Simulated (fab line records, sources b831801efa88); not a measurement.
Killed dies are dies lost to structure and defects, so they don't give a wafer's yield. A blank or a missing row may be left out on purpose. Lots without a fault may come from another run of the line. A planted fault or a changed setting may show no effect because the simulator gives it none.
Split-lot experiment | flow sfq_line | 5 lots, 23 wafers read, on a route of 325 steps

THE SPLIT
At SFQ_TRILAYER_I0_CMP_CMP_028 (polishes SiO2), the setting leave_above_ref_nm was moved away from the recipe's 200 nm on 4 of the 23 wafers read, by +5.1% to +6.7%. The other wafers ran this setting at the recipe's value.

The file shows no step between the split and the reading.

THE READING
thk_nm, in nm, at SFQ_TRILAYER_I0_METRO_MEASURE_029. Fault-free wafers of this fab line usually give 199.9 nm, standard deviation 0.79 nm.

wafer  | tool, chamber at the split | leave_above_ref_nm as run, nm | against the recipe | thk_nm, nm | against lot-mates on the recipe
L074.1 | cmp-02, 0                  | 200                           | recipe             | 199.4      | -
L074.2 | cmp-02, 1                  | 200                           | recipe             | 201.0      | -
L074.3 | cmp-02, 2                  | 200                           | recipe             | 198.7      | -
L074.4 | cmp-02, 3                  | 200                           | recipe             | 198.6      | -
L074.5 | cmp-02, 1                  | 200                           | recipe             | 200.8      | -
L075.1 | cmp-02, 0                  | 213.4                         | +6.7%              | 213.1      | +13.5
L075.3 | cmp-02, 3                  | 200                           | recipe             | 199.9      | -
L075.4 | cmp-02, 1                  | 200                           | recipe             | 199.8      | -
L075.5 | cmp-02, 2                  | 213.4                         | +6.7%              | 214.1      | +14.5
L075.6 | cmp-02, 3                  | 200                           | recipe             | 199.2      | -
L079.1 | cmp-01, 0                  | 200                           | recipe             | 200.6      | -
L079.2 | cmp-01, 3                  | 200                           | recipe             | 199.7      | -
L079.5 | cmp-01, 0                  | 200                           | recipe             | 200.8      | -
L082.1 | cmp-02, 2                  | 200                           | recipe             | 199.0      | -
L082.2 | cmp-02, 3,0                | 200                           | recipe             | 199.7      | -
L082.4 | cmp-02, 1                  | 200                           | recipe             | 199.5      | -
L082.5 | cmp-02, 3,0                | 200                           | recipe             | 199.6      | -
L082.6 | cmp-02, 3                  | 200                           | recipe             | 200.2      | -
L085.1 | cmp-01, 0                  | 210.2                         | +5.1%              | 211.7      | +11.2
L085.2 | cmp-01, 1                  | 210.2                         | +5.1%              | 209.3      | +8.8
L085.4 | cmp-01, 3                  | 200                           | recipe             | 200.7      | -
L085.5 | cmp-01, 2,3                | 200                           | recipe             | 200.4      | -
L085.6 | cmp-01, 2,3                | 200                           | recipe             | 200.5      | -
Where a row lists several chambers, the file gives one row for several wafers and doesn't say which wafer went through which chamber.

THE FIT
A straight line over all 23 wafers: thk_nm changes by +2.06 nm for each +1% of leave_above_ref_nm; r = +0.99; the points scatter about the line by 0.79 nm.
The same after taking each lot's own level away (the mean of its wafers on the recipe; 23 wafers): +2.04 nm for each +1%; r = +0.99; scatter 0.72 nm.
On that fit, the largest move of leave_above_ref_nm shifts the reading by 14 nm.
The lots' own levels span 199.60 to 200.53 nm, that is 1.2 times the standard deviation above.
So the lot-to-lot level changes the slope little: the two slopes agree.
Check: with one of the wafers moved furthest among these (+6.7%) left out of the fit, the line predicts +13.7 nm for it against its lot-mates. It came out at +13.5 nm against them.

OTHER SPLITS ON THESE WAFERS
These wafers also went through other splits before the reading. Each is held against what the fit with the lots' levels taken away leaves over:
other split on the same wafers           | wafers away from the commonest value | r with thk_nm (lot level and that fit taken away)
SFQ_TRILAYER_L0_DEP_SPUTTER_003 power_w  | 10                                   | +0.12
SFQ_TRILAYER_L0_LITHO_COAT_005 spin_rpm  | 6                                    | -0.02
SFQ_TRILAYER_M0_LITHO_EXPOSE_022 dose_mj | 9                                    | -0.13

THE WHOLE CHAIN: every reading that the file lists as answering this split, in the file's order
step                                  | what it does                                          | reading                                                                                   | change (the file's fit)              | r (the file's)
SFQ_TRILAYER_I0_CMP_CMP_028           | polishes SiO2                                         | SiO2_of_TRILAYER_I0_DEP_PECVD_027.thk_nm (the simulator's own value, which no gauge read) | +2.05 nm for each +1% of the setting | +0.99
SFQ_TRILAYER_I0_METRO_MEASURE_029     |                                                       | thk_nm                                                                                    | +2.03 nm for each +1% of the setting | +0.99
SFQ_TRILAYER_I0_VIA_ETCH_VIA_ETCH_034 | etches SiO2 in CHF3, stops on Nb, target depth 260 nm | I0.feature_depth_nm (the simulator's own value, which no gauge read)                      | +2.05 nm for each +1% of the setting | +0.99

THE FILE'S OWN FIT
thk_nm changes by +2.03 nm for each +1% of leave_above_ref_nm, r = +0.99.
